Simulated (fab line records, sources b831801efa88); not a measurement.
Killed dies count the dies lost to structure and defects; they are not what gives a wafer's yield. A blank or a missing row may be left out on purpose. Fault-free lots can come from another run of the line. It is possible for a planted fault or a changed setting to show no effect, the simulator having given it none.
8D (eight disciplines) problem report, filled in by code -- flow sfq line -- the parts of the form that need people (team, actions taken, sign-off) are left out

## 1. THE PROBLEM
head pressure psi at SFQ_TRILAYER_I2_CMP_CMP_064 reads a mean of 2.547 psi on 1 wafer of 1 lot; wafers without a fault read 3.001 psi with a standard deviation of 0.0065. That puts it -70 standard deviations away from the usual mean.
The step: polishes SiO2.
First seen on wafer L933.5, day 38 03:05, on cmp-02. At this step, 39 wafers from 13 lots have a number in the record. By rule, "out" or "out of limits" means more than 4 standard deviations away from the usual mean. All remaining wafers that have a number are taken as sound.

## 2. WHAT IT IS AND WHAT IT IS NOT
question,is,is not
which readings at this step,"head pressure psi, time to endpoint s",motor current A
which lots,L933,"L918, L919, L921, L922, L923, L924, L926, L927, L928, L929, L938, L940"
which wafers of those lots,L933.5,"L933.1, L933.2"
read on which tools,cmp-02,cmp-01
when,from day 38 03:05,"up to then (32 sound wafers); but 6 sound wafers of L938, L940 came after"

## 3. THE SUSPECTS, EACH WITH WHAT RULES IT OUT
Counting: if a tool at a process step up to the reading ran every lot that is out, it stays a suspect. Sound lots after the first of them don't rule it out here, since some wafers of a struck lot are sound.
- rie metal-04 at SFQ_TRILAYER_M1_BARC_OPEN_METAL_ETCH_054 (etches BARC in O2, target depth 125 nm, time 41.7 s): kept. It processed L933, the lot that is out, at day 30 12:08, and its most recent sound lot before then was L929 at day 28 06:01.
- pecvd-04 at SFQ_TRILAYER_I1_DEP_PECVD_045 (deposits SiO2 from SiH4/N2O, time 111.11 s, target thk 500 nm): kept. It processed L933, the lot that is out, at day 30 13:07, and its most recent sound lot before then was L926 at day 27 04:35.
- rie metal-02 at SFQ_TRILAYER_M2_ETCH_METAL_ETCH_060 (etches Nb in Cl2/Ar, stops on SiO2, target depth 240 nm, time 120 s): kept. It processed L933, the lot that is out, at day 37 07:10, and its most recent sound lot before then was L928 at day 34 21:58.
- cmp-02 at SFQ_TRILAYER_I2_CMP_CMP_064 (polishes SiO2): kept. It processed L933, the lot that is out, at day 38 01:35, and its most recent sound lot before then was L929 at day 36 02:05. Its own head pressure psi, time to endpoint s readings are out on those wafers.
- In pecvd-04 at SFQ_TRILAYER_I1_DEP_PECVD_045, the wafers that are out were processed in chamber 2 and their sound lot-mates in chambers 0, 1.
- In cmp-02 at SFQ_TRILAYER_I2_CMP_CMP_064, the wafers that are out were processed in chamber 1 and their sound lot-mates in chambers 2, 3.
Left after counting: rie metal-04 at SFQ_TRILAYER_M1_BARC_OPEN_METAL_ETCH_054, pecvd-04 at SFQ_TRILAYER_I1_DEP_PECVD_045, rie metal-02 at SFQ_TRILAYER_M2_ETCH_METAL_ETCH_060, cmp-02 at SFQ_TRILAYER_I2_CMP_CMP_064.

## 4. THE CAUSE (what the simulator had put in)
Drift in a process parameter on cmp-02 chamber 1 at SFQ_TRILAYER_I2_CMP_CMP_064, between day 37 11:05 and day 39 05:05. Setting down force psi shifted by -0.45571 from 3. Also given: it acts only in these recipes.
After counting, 4 suspects remain, this tool included.

## 5. THE CHAIN OF EFFECTS, in route order
Rows list readings where the struck wafers' mean (over those with a number) sits beyond 3 standard deviations from the usual. Only readings whose record carries a usual standard deviation are examined. hours: median over the lots of the time between each lot's start at the first step of this table that gives one and its start at this step. sigmas: the change, counted in usual standard deviations.
hours,step,reading,usual,on struck wafers,change,sigmas
0,SFQ_TRILAYER_I2_CMP_CMP_064,head pressure psi,3.001 psi,2.547,-0.454,-70
0,SFQ_TRILAYER_I2_CMP_CMP_064,time to endpoint s,214 s,271,+57,+6.1
Its process steps:
- SFQ_TRILAYER_I2_CMP_CMP_064: polishes SiO2.

## 6. WHAT WOULD HAVE CAUGHT IT SOONER
First out-of-limits reading in this record: day 38 03:05, which is 16 hours after fault onset at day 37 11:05.
